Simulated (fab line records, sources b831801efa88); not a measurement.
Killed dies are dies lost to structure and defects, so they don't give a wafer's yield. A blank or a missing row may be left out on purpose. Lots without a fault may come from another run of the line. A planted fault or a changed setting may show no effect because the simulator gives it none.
Tool commonality check | flow gf180mcu | 12 lots, 36 wafers sampled

WHY IT WAS OPENED
At GF_STI_CD_MEAS_12 the reading cd_nm is flagged on 1 of 12 lots. Wafers without a fault read 219.7 nm, standard deviation 1.5.
Rule: a lot is flagged when every wafer of it that has a number lies more than 4 standard deviations from that mean, or none has a number. The other lots count as sound.

lot  | measured    | on        | cd_nm (nm), wafer by wafer | flag
L771 | day 2 02:07 | cd_sem-02 | 218.4 218.3 218.8          |
L772 | day 2 07:26 | cd_sem-02 | 218.2 218.8 218.9          |
L775 | day 2 21:59 | cd_sem-01 | 222.0 222.4 222.1          |
L776 | day 3 02:16 | cd_sem-02 | 217.5 218.1 216.6          |
L777 | day 3 07:53 | cd_sem-01 | 219.8 221.1 220.4          |
L778 | day 3 13:35 | cd_sem-02 | 220.7 220.9 221.8          |
L782 | day 4 10:43 | cd_sem-02 | 218.4 217.3 218.9          |
L785 | day 5 01:14 | cd_sem-02 | 217.7 219.0 218.2          |
L789 | day 5 21:53 | cd_sem-01 | 236.8 236.0 236.5          | FLAGGED
L792 | day 6 13:31 | cd_sem-02 | 219.1 219.1 220.6          |
L793 | day 6 19:13 | cd_sem-01 | 218.7 218.1 218.9          |
L794 | day 7 01:11 | cd_sem-02 | 219.3 219.0 219.0          |
The numbers of the flagged lots are 236.4 nm on average: +16.7 nm against the usual, or +11 standard deviations.

WHICH TOOL RAN EACH LOT
The record holds 1 process step before the reading, out of a route of 602 steps. In each cell: the tool, then ch and the chambers that the sampled wafers went through, then the start.
lot  | flag    | GF_STI_EXPOSE_09
L771 |         | krf_scanner-02 ch 0, day 1 20:17
L772 |         | krf_scanner-01 ch 0, day 2 01:19
L775 |         | krf_scanner-01 ch 0, day 2 16:00
L776 |         | krf_scanner-02 ch 0, day 2 21:11
L777 |         | krf_scanner-02 ch 0, day 3 01:53
L778 |         | krf_scanner-02 ch 0, day 3 07:17
L782 |         | krf_scanner-01 ch 0, day 4 04:13
L785 |         | krf_scanner-01 ch 0, day 4 18:37
L789 | FLAGGED | krf_scanner-01 ch 0, day 5 15:31
L792 |         | krf_scanner-01 ch 0, day 6 06:31
L793 |         | krf_scanner-01 ch 0, day 6 11:52
L794 |         | krf_scanner-01 ch 0, day 6 17:38
What these steps do:
- GF_STI_EXPOSE_09: exposes mask COMP, target cd 220 nm.
- GF_STI_CD_MEAS_12: target cd 220 nm.

FLAGGED OVER TOTAL, TOOL BY TOOL (the gauges that took the reading come last)
step              | tool           | lots run | flagged | share of the flagged lots | sound lots run after its first flagged lot
GF_STI_EXPOSE_09  | krf_scanner-01 | 8        | 1       | all                       | 3 (L792,L793,L794)
GF_STI_EXPOSE_09  | krf_scanner-02 | 4        | 0       | none                      | -
GF_STI_CD_MEAS_12 | cd_sem-01      | 4        | 1       | all                       | 1 (L793)
GF_STI_CD_MEAS_12 | cd_sem-02      | 8        | 0       | none                      | -

WHAT THE TABLE ALLOWS
2 rows of the table ran every flagged lot: krf_scanner-01 at GF_STI_EXPOSE_09, cd_sem-01 at GF_STI_CD_MEAS_12.
- krf_scanner-01 at GF_STI_EXPOSE_09: 1 of its 8 lots flagged. Sound lots ran on it after the first flagged one (L792, L793, L794), which a lasting fault on the whole tool wouldn't allow.
- cd_sem-01 at GF_STI_CD_MEAS_12: 1 of its 4 lots flagged. Sound lots ran on it after the first flagged one (L793), which a lasting fault on the whole tool wouldn't allow.
No row of the table ran every flagged lot and no sound lot after the first.

WHAT THE SIMULATOR HAD PUT IN
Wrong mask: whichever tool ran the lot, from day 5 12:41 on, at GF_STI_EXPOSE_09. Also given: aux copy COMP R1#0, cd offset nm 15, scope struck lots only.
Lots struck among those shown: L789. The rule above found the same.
